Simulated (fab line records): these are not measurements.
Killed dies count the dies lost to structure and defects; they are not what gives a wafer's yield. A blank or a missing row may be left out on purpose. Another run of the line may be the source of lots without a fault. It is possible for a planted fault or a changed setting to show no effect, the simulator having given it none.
Comparing a struck lot with a sound one ; flow sfq line ; 24 out of 325 route steps
Sound: the wafers L578.2, L578.5, L578.6. Struck: wafers L573.2, L573.3, L573.5. At the end, the cause is stated.
For every step that has rows: the tool of each side, followed by ch and its chambers, followed by its first start. Under that, the readings that differ: sound wafers ; struck wafers ; difference of the means ; sigmas: that difference in standard deviations of wafers without a fault.
alike: readings with means less than 2 such deviations apart, plus words and numbers identical on both sides. not compared: withheld readings, readings lacking a value on some wafer, bounds such as >300 that could conceal the same value, and numbers that have no deviation in the record and whose values overlap.
The two part at a step that has a row with sigmas, a row that says differs or no value, or rows on one side only. Non-overlapping numbers with no deviation appear without sigmas and do not part them. A reading missing from all wafers of one side parts the sides only when that side holds two or more wafers.

first, 6 steps without rows for these wafers: SFQ_TRILAYER_I0_VIA_LITHO_COAT_036 (resist thk 62 nm); SFQ_TRILAYER_I0_VIA_LITHO_COAT_031 (resist thk 650 nm); SFQ_TRILAYER_I0_VIA_LITHO_SOFTBAKE_035; SFQ_TRILAYER_I0_VIA_LITHO_EXPOSE_032 (exposes mask I0, target cd 500 nm); SFQ_TRILAYER_I0_VIA_LITHO_PEB_034 (peb time 60 s); SFQ_TRILAYER_I0_VIA_LITHO_DEVELOP_033 (time 60 s).
SFQ_I0_OVL_MEAS_908:
  sound on overlay-01 at day 21 18:44; struck on overlay-02 at day 20 19:56
  alike: I0_OVL
SFQ_TRILAYER_I0_VIA_BARC_OPEN_VIA_ETCH_046: etches BARC in O2, target depth 125 nm, time 41.7 s.
  sound on rie diel-04 ch 1,2,3, day 21 18:46; struck on rie diel-01 ch 1,2, day 20 19:58
  alike: drypump motor current A, oes product au
  not compared: rf hours counter h
SFQ_TRILAYER_I0_VIA_ETCH_VIA_ETCH_034: etches SiO2 in CHF3, stops on Nb, target depth 260 nm.
  sound on rie diel-04 ch 1,2,3, day 21 18:49; struck on rie diel-01 ch 1,2, day 20 20:01
  alike: drypump motor current A, oes product au
SFQ_TRILAYER_I0_VIA_STRIP_STRIP_035: strips in O2.
  sound on rie metal-01 ch 0,1, day 21 18:56; struck on rie metal-03 ch 0,1, day 20 20:08
  alike: drypump motor current A, oes product au
  not compared: rf hours counter h
then, 2 steps without rows for these wafers: SFQ_TRILAYER_I0_VIA_STRIP_SOLV_CLEAN_036 (cleans in NMP, time 600 s); SFQ_TRILAYER_M1_DEP_PRE_CLEAN_038 (time 22.5 s).
SFQ_TRILAYER_M1_DEP_SPUTTER_037: material Nb, target thk 200 nm, time 133.3 s.
  sound on pvd sputter-04 at day 21 19:44; struck on pvd sputter-03 at day 20 20:56
  no value came back on the struck wafers for base pressure pa (Pa), cathode dc power W (W), throttle valve pct (%); on the sound wafers base pressure pa (Pa) reads 1.37e-06 1.29e-06 1.22e-06
SFQ_M1_RS_MEAS_909: measures by four-point-probe.
  sound on film metro-01 at day 21 19:50; struck on film metro-03 at day 20 21:02
reading;sound;struck;difference;sigmas
M1_NB_RS (ohm/sq);0.873 0.874 0.878;- - -;no value on the struck wafers;
then, 6 steps without rows for these wafers: SFQ_TRILAYER_M1_LITHO_COAT_044 (resist thk 62 nm); SFQ_TRILAYER_M1_LITHO_COAT_039 (resist thk 600 nm); SFQ_TRILAYER_M1_LITHO_SOFTBAKE_043; SFQ_TRILAYER_M1_LITHO_EXPOSE_040 (exposes mask M1, target cd 500 nm); SFQ_TRILAYER_M1_LITHO_PEB_042 (peb time 60 s); SFQ_TRILAYER_M1_LITHO_DEVELOP_041 (time 60 s).
-- the record jumps here: 7 days lie between the struck wafers' starts before and after --
SFQ_M1_OVL_MEAS_911:
  sound on overlay-01 at day 28 15:43; struck on overlay-02 at day 27 16:55
  alike: M1_OVL
SFQ_TRILAYER_M1_BARC_OPEN_METAL_ETCH_054: etches BARC in O2, target depth 125 nm, time 41.7 s.
  sound on rie metal-04 ch 0,1, day 28 15:45; struck on rie metal-01 ch 0,1, day 27 16:57
  alike: drypump motor current A, oes product au
  not compared: rf hours counter h
SFQ_TRILAYER_M1_ETCH_METAL_ETCH_042: etches Nb in Cl2/Ar, stops on SiO2, target depth 240 nm, time 120 s.
  sound on rie metal-04 ch 0,1, day 28 15:49; struck on rie metal-01 ch 0,1, day 27 17:01
reading;sound;struck;difference;sigmas
oes product au (a.u.);0.911 0.906 0.902;0.373 0.386 0.375;-0.528;-77
  alike: drypump motor current A
  not compared: rf hours counter h
SFQ_TRILAYER_M1_STRIP_STRIP_043: strips in O2.
  sound on rie metal-04 ch 0,1, day 28 15:56; struck on rie metal-01 ch 0,1, day 27 17:08
  alike: drypump motor current A, oes product au
  not compared: rf hours counter h

== WHERE THEY PART ==
First at SFQ_TRILAYER_M1_DEP_SPUTTER_037; last, within this record, at SFQ_TRILAYER_M1_ETCH_METAL_ETCH_042. Later steps at which nothing parts them and some readings are alike: SFQ_TRILAYER_M1_STRIP_STRIP_043.

WHY: what the simulator had put in
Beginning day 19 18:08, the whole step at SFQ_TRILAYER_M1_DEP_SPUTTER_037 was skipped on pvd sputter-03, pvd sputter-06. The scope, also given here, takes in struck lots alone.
